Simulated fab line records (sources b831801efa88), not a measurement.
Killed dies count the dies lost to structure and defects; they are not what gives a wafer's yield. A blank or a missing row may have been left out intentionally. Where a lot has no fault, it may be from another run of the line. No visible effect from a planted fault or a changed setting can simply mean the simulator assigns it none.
Comparing a struck lot with a sound one -- flow sky130 -- 16 out of 708 route steps
Sound: these wafers, L460.1, L460.4, L460.5. The struck wafers were L468.1, L468.4, L468.6. The cause comes at the end.
Per side, at each step with rows, come the tool, then ch with its chambers, and then its first start. Under that, the readings that differ: sound wafers -- struck wafers -- difference of the means -- sigmas: that difference in standard deviations of wafers without a fault.
alike: a reading whose means differ by less than 2 such deviations, as well as words and numbers matching on both sides. not compared: withheld readings; readings where some wafer has no value; bounds like >300 that might hide an equal value; numbers whose values overlap and for which the record gives no deviation.
The two part at a step that has a row with sigmas, a row that says differs or no value, or rows on one side only. Numbers that don't overlap but have no deviation are shown without sigmas and don't part them. A reading that every wafer of one side lacks parts them only if that side has two wafers or more.

first, 5 steps without rows for these wafers: SKY_SONOS_TUNNEL_COAT_02 (resist thk 1140 nm); SKY_SONOS_TUNNEL_SOFTBAKE_03 (time 60 s); SKY_SONOS_TUNNEL_EXPOSE_04 (exposes mask TUNM, target cd 410 nm); SKY_SONOS_TUNNEL_PEB_05; SKY_SONOS_TUNNEL_DEVELOP_06 (develop time 60 s).
SKY_SONOS_TUNNEL_CD_MEAS_07 targets a cd of 410 nm.
  sound on cd_sem-01, day 11 13:44; struck on cd_sem-01, day 14 12:08
  alike: cd_nm
SKY_SONOS_TUNNEL_OVL_MEAS_08:
  sound on overlay-02, day 11 13:52; struck on overlay-01, day 14 12:16
  alike: SONOS_TUNNEL_OVL
then, 3 steps without rows for these wafers: SKY_SONOS_TUNNEL_IMPLANT_09; SKY_SONOS_TUNNEL_WET_ETCH_10 (etches SiO2 in dHF, target depth 14 nm, time 280 s); SKY_SONOS_TUNNEL_STRIP_11 (strips in SPM, time 600 s).
SKY_SONOS_TUNNEL_TW_MEAS_12:
  sound on film_metro-02, day 11 14:20; struck on film_metro-04, day 14 12:43
  alike: SONOS_TUNNEL_TW
then, 1 step without rows for these wafers: SKY_SONOS_TUNNEL_CLEAN_13 (cleans in dHF, time 20 s).
SKY_SONOS_ONO_OXIDATION_00: stabilise 600 s, purge 300 s, target thk 2.6 nm.
  sound on furnace-02 ch 0, day 11 17:58; struck on furnace-02 ch 0, day 14 13:19
reading,sound,struck,difference,sigmas
model.SiO2_of_SONOS_ONO_OXIDATION_00.thk_nm (nm),2.53 2.549 2.588,3.038 2.974 2.981,+0.442,
  alike: tube_center_temp_C_max
SKY_SONOS_ONO_THK_MEAS_01:
  sound on film_metro-01, day 11 19:19; struck on film_metro-01, day 14 14:40
reading,sound,struck,difference,sigmas
SONOS_ONO_OXIDATION_THK (nm),2.48 2.56 2.56,3.03 2.97 2.98,+0.46,+8
then, 1 step without rows for these wafers: SKY_SONOS_ONO_CVD_02 (deposits Si3N4 from DCS/NH3, target thk 10.5 nm, time 180 s).
-- record jumps: 34 days separate the struck wafers' starts on either side; left off in module SONOS_ONO, taken up again in module PAD_OPEN, whose first shown step is the route's number 708 --
SKY_PAD_OPEN_PROBE_99:
  sound on prober-02, day 46 02:09; struck on prober-01, day 48 13:17
reading,sound,struck,difference,sigmas
model.etest.sonos_erased.drive_ua_um,210.6 202.1 196,164.3 156.2 155.8,-44.1,
model.etest.cap_ono.gate_log10_a_cm2,-7.374 -7.46 -7.363,-8.57 -8.53 -8.403,-1.10,
model.etest.sonos_erased.vt_v (V),-2.437 -2.395 -2.396,-1.792 -1.844 -1.877,+0.572,
model.etest.cap_ono.tox_acc_nm (nm),12.43 12.49 12.49,13.38 13.37 13.28,+0.87,
model.etest.sonos_programmed.vt_v (V),1.657 1.594 1.631,1.281 1.265 1.329,-0.336,
model.etest.sonos_baked.vt_less_v (V),-0.5283 -0.5688 -0.5461,-0.3255 -0.3366 -0.4044,+0.1922,
  alike: killed_at_M0_to_M3, killed_at_M4_up, killed_at_contacts, killed_at_front_end, killed_at_other, killed_dies, killed_on_rim, killed_open, killed_short

WHERE THEY PART
Within this record, at SKY_SONOS_ONO_THK_MEAS_01 only. Later steps at which nothing parts them and some readings are alike: SKY_PAD_OPEN_PROBE_99.

WHY: whatever the simulator had introduced
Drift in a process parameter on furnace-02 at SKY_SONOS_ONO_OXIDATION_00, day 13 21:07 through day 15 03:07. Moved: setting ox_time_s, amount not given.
